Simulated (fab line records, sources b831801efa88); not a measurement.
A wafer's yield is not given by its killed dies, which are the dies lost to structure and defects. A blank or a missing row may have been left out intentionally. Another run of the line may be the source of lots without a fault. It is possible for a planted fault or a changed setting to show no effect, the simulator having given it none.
Struck lot and sound lot, side by side :: flow gf180mcu :: 15 out of 602 route steps
Sound: the wafers L993.1, L993.4, L993.5. Struck: wafers L998.2, L998.3. (L998.6 of the same lot was not struck and is left out.) The cause comes at the end.
At each step with rows: each side's tool, then ch and its chambers, then its first start. Under that, the readings that differ: sound wafers :: struck wafers :: difference of the means :: sigmas: that difference in standard deviations of wafers without a fault.
alike: readings with means less than 2 such deviations apart, plus words and numbers identical on both sides. not compared: withheld readings, readings lacking a value on some wafer, bounds such as >300 that could conceal the same value, and numbers that have no deviation in the record and whose values overlap.
The two part at a step that has a row with sigmas, a row that says differs or no value, or rows on one side only. When numbers do not overlap yet have no deviation, they are printed without sigmas and do not part them. A reading missing from all wafers of one side parts the sides only when that side holds two or more wafers.

first, 1 step without rows for these wafers: GF_VT_IMPLANT_IMPLANT_19.
GF_VT_IMPLANT_STRIP_20: strips in O2/N2.
  sound on plasma asher-03 ch 0,1, day 7 00:10; struck on plasma asher-03 ch 0,1, day 8 12:17
  alike: chamber pressure mTorr, drypump motor current A, heater power w, oes product au, strip time to endpoint s
  not compared: rf hours counter h
GF_VT_IMPLANT_TW_MEAS_21:
  sound on film metro-04, day 7 00:16; struck on film metro-03, day 8 12:24
  alike: VT_IMPLANT_2_TW
then, 7 steps without rows for these wafers: GF_VT_IMPLANT_DEHYDRATE_22 (time 60 s); GF_VT_IMPLANT_HMDS_23 (prime time 60 s); GF_VT_IMPLANT_COAT_24 (resist thk 1000 nm); GF_VT_IMPLANT_SOFTBAKE_25 (time 60 s); GF_VT_IMPLANT_EXPOSE_26 (exposes mask LVPWELL HV AREA, target cd 860 nm); GF_VT_IMPLANT_PEB_27; GF_VT_IMPLANT_DEVELOP_28 (develop time 60 s).
GF_VT_IMPLANT_OVL_MEAS_29:
  sound on overlay-01, day 7 16:25; struck on overlay-01, day 9 04:37
  alike: VT_IMPLANT_02_OVL
following that, these wafers have no rows for 1 step: GF_VT_IMPLANT_IMPLANT_30.
GF_VT_IMPLANT_STRIP_31: strips in O2/N2.
  sound on plasma asher-02 ch 0,1, day 7 16:35; struck on plasma asher-04 ch 1, day 9 04:47
reading: chamber pressure mTorr (mTorr)
sound: 1501.0 1500.2 1500.3
struck: 1800.9 1800.1
difference: +300.0
sigmas: +99 or more

reading: oes product au (a.u.)
sound: 0.719 0.716 0.705
struck: 0.732 0.726
difference: +0.016
sigmas: +4

reading: strip time to endpoint s (s)
sound: 12.83 12.80 12.86
struck: 12.31 12.33
difference: -0.51
sigmas: -14
  alike: drypump motor current A, heater power w
  not compared: rf hours counter h
GF_VT_IMPLANT_TW_MEAS_32:
  sound on film metro-04, day 7 16:41; struck on film metro-04, day 9 04:54
  alike: VT_IMPLANT_3_TW
-- the record jumps here: 23 days lie between the struck wafers' starts before and after (it left off in module VT_IMPLANT and takes up again in module PASSIVATION, whose first step shown is number 602 of the route) --
GF_PASSIVATION_PROBE_99:
  only the struck wafers here have rows in the record (prober-02, day 31 18:34); the sound ones have none

## WHERE THEY PART
Earliest at GF_VT_IMPLANT_STRIP_31; latest, in this record, at GF_PASSIVATION_PROBE_99.

WHY: what the simulator had put in
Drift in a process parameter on plasma asher-04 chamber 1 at GF_VT_IMPLANT_STRIP_31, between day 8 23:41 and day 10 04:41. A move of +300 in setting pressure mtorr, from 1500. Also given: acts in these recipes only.
